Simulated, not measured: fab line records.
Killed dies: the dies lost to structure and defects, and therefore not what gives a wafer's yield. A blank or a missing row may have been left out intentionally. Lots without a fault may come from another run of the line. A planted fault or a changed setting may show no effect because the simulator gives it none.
Problem report in the 8D (eight disciplines) form, filled by code || flow sky130 || the parts of the form that need people (team, actions taken, sign-off) are left out

## 1. WHAT IS WRONG
Mean of developer temp C at SKY_LOCAL_INTERCONNECT_DEVELOP_10: 20.22 C across 9 wafers in 3 lots; on wafers with no fault it is 21.03 C (standard deviation 0.099). That puts it -8.2 standard deviations away from the usual mean.
The step: develop time 60 s.
Seen first at day 32 14:00 on litho track-04, wafer L727.1. At this step, 42 wafers from 14 lots have a number in the record. By rule, "out" or "out of limits" means more than 4 standard deviations away from the usual mean. All remaining wafers that have a number are taken as sound.

## 2. WHAT IT IS AND WHAT IT IS NOT
{"question": "which readings at this step", "is": "developer temp C", "is not": "-"}
{"question": "which lots", "is": "L727, L731, L732", "is not": "L721, L722, L723, L728, L733, L736, L738, L739, L740, L742, L743"}
{"question": "which wafers of those lots", "is": "all that have a number", "is not": "-"}
{"question": "read on which tools", "is": "litho track-04", "is not": "litho track-02, litho track-03"}
{"question": "when", "is": "from day 32 14:00", "is not": "up to then (9 sound wafers); but 24 sound wafers of L728, L733, L736, L738, L739, L740, L742, L743 came after"}

## 3. WHAT RULES OUT EACH SUSPECT
Counting: a tool at a process step up to the reading stays a suspect if it ran every lot that is out and no sound lot after the first of them.
- litho track-04 at SKY_LOCAL_INTERCONNECT_DEVELOP_10 (develop time 60 s): ruled out as a lasting fault. Following L727 (day 32 14:00), the first lot on it that is out, the sound lots L738, L740, L742, L743 were run on it.
Left after counting: nothing in the record.

## 4. THE CAUSE (what the simulator had put in)
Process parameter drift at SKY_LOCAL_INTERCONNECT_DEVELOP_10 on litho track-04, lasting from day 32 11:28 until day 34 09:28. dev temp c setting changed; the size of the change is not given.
Counting ruled it out, wrongly.

## 5. THE CHAIN OF EFFECTS, in route order
One row per reading whose mean, taken over the struck wafers that have a number, lies over 3 standard deviations from the usual. Only readings for which the record gives a usual standard deviation are gone through. hours: the time from each lot's start at the first step in this table that gives one to its start at this step, as a median over the lots. sigmas: the change in usual standard deviations.
{"hours": 0, "step": "SKY_LOCAL_INTERCONNECT_DEVELOP_10", "reading": "developer temp C", "usual": "21.03 C", "on struck wafers": 20.22, "change": -0.81, "sigmas": -8.2}
Process steps it contains:
- SKY_LOCAL_INTERCONNECT_DEVELOP_10: develop time 60 s.
At these later measuring or inspecting steps, every struck wafer for which the step has a row has a number for every such reading, and none has moved that far: SKY_LOCAL_INTERCONNECT_OVL_MEAS_12.

## 6. WHAT WOULD HAVE CAUGHT IT SOONER
3 hours passed between the start of the fault at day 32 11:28 and the first reading out of limits in this record, taken at day 32 14:00.
